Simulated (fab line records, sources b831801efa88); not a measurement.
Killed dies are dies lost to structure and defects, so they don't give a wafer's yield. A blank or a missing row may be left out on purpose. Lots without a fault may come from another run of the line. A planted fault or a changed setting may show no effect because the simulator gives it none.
One fault seen from 2 desks | flow sfq_line | each desk has only its own numbers; what lay behind them comes last

THE METROLOGY DESK
What the gauges read, lot by lot, whatever tool the lot ran on: means of the sampled wafers that have a number. A lot is out of limits, marked OUT, if its mean lies more than 4 standard deviations from the usual mean; the brackets give that distance.
Columns: A = I1_OVL at SFQ_I1_OVL_MEAS_913, usual -8 nm; B = M3_NB_RS at SFQ_M3_RS_MEAS_919, usual 0.892 ohm/sq
lot  | first seen here | A   | B
L567 | day 16 21:15    | -10 | 0.898
L570 | day 18 14:48    | -13 | 0.895
L571 | day 18 22:00    | -8  | 0.903
L572 | day 19 05:13    | -2  | 0.890
L573 | day 19 08:48    | -5  | 0.876
L575 | day 19 20:48    | -5  | 0.887
L576 | day 20 13:31    | -7  | 0.770 (-11) OUT
L577 | day 20 21:56    | -3  | 0.893
L578 | day 21 09:14    | -1  | 0.878
L579 | day 21 14:02    | -9  | 0.774 (-11) OUT
L580 | day 21 16:26    | -10 | 0.902
L581 | day 21 20:02    | -10 | 0.882
L589 | day 23 16:27    | -7  | 0.913
L590 | day 23 19:50    | -7  | 0.903
This desk's finding: out of limits on L576, L579; first on L576, day 32 01:13 (M3_NB_RS at SFQ_M3_RS_MEAS_919). In limits: L567, L570, L571, L572, L573, L575, L577, L578, L580, L581, L589, L590.

THE TOOL OWNER'S DESK: pvd_sputter-06
The tool's own readings at SFQ_TRILAYER_M3_DEP_SPUTTER_073 (material Nb, target thk 200 nm, time 133.3 s): means of the sampled wafers that have a number, for each lot that ran on this tool. A lot is out of limits, marked OUT, if its mean lies more than 4 standard deviations from the usual mean; the brackets give that distance.
Columns: A = throttle_valve_pct at SFQ_TRILAYER_M3_DEP_SPUTTER_073, usual 29.8 %
lot  | first seen here | A
L567 | day 23 13:50    | 29.8
L573 | day 26 09:23    | 30.4
L576 | day 32 01:08    | 29.6
L579 | day 32 07:08    | 30.4
This desk's finding: nothing out of limits on any of the 4 lots.

PUT TOGETHER
The metrology desk could have raised an alarm at day 32 01:13, on L576, L579.
The tool owner's desk saw nothing out of limits.
The tool owner's desk has L576, L579 on record, within its limits.
Of the lots named, all ran SFQ_TRILAYER_M3_DEP_SPUTTER_073 on pvd_sputter-06.

WHAT THE SIMULATOR HAD PUT IN
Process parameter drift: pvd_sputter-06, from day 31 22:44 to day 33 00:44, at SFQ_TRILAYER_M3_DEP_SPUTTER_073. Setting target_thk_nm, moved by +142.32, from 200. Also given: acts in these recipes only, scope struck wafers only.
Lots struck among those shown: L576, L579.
Hours from the fault's start to each desk's first reading out of limits: the metrology desk, 2.
